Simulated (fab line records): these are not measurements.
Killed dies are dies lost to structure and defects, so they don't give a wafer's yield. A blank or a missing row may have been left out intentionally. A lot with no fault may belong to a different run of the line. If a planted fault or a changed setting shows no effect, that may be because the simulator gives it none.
Code-filled problem report in 8D (eight disciplines) form :: flow sky130 :: the parts of the form that need people (team, actions taken, sign-off) are left out

## 1. THE PROBLEM
Wafers without a fault read 150.01, standard deviation 0.045; beam-energy-keV at SKY_PWDE_IMPLANT_08 reads a mean of 159.06 on 6 wafers belonging to 2 lots. That is +99 or more standard deviations from the usual mean.
The first sign was on wafer L780.1 at day 6 04:16, on implanter-04. Wafers with a number at this step in the record: 18, from 6 lots. Rule for "out", or "out of limits": more than 4 standard deviations from the usual mean. All remaining wafers that have a number are taken as sound.

## 2. WHAT IT IS, WHAT IT ISN'T
question: which readings at this step
is: beam-energy-keV
is not: -

question: which lots
is: L780, L783
is not: L771, L773, L789, L792

question: which wafers of those lots
is: all that have a number
is not: -

question: read on which tools
is: implanter-04
is not: implanter-01, implanter-02

question: when
is: from day 6 04:16
is not: up to then (6 sound wafers); but 6 sound wafers of L789, L792 came after

## 3. WHAT RULES OUT EACH SUSPECT
Counting: a tool stays on the suspect list if, at a process step up to the reading, it processed all lots that are out and no sound lot following the first of them.
- implanter-04 at SKY_PWDE_IMPLANT_08: kept. All lots that are out passed through it, beginning with L780 at day 6 04:16, and no sound lot followed; its final sound lot before that point was L773 at day 4 13:07. On those wafers its own readings are out: beam-energy-keV.
Remaining after the count: implanter-04 at SKY_PWDE_IMPLANT_08.

## 4. THE CAUSE (what the simulator had put in)
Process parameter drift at SKY_PWDE_IMPLANT_08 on implanter-04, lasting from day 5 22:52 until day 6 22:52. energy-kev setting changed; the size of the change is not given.
Counting left only this tool.

## 5. THE EFFECT CHAIN, in route order
One row per reading whose mean, taken over the struck wafers that have a number, lies over 3 standard deviations from the usual. Only readings for which the record gives a usual standard deviation are gone through. hours: the time from each lot's start at the first step in this table that gives one to its start at this step, as a median over the lots. sigmas: the change in usual standard deviations.
hours: 0
step: SKY_PWDE_IMPLANT_08
reading: beam-energy-keV
usual: 150.01
on struck wafers: 159.06
change: +9.05
sigmas: +99 or more
The process steps in it:
- SKY_PWDE_IMPLANT_08

## 6. WHAT WOULD HAVE CAUGHT IT SOONER
The fault began at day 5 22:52; the first out-of-limits reading in this record came at day 6 04:16, 5 hours later.
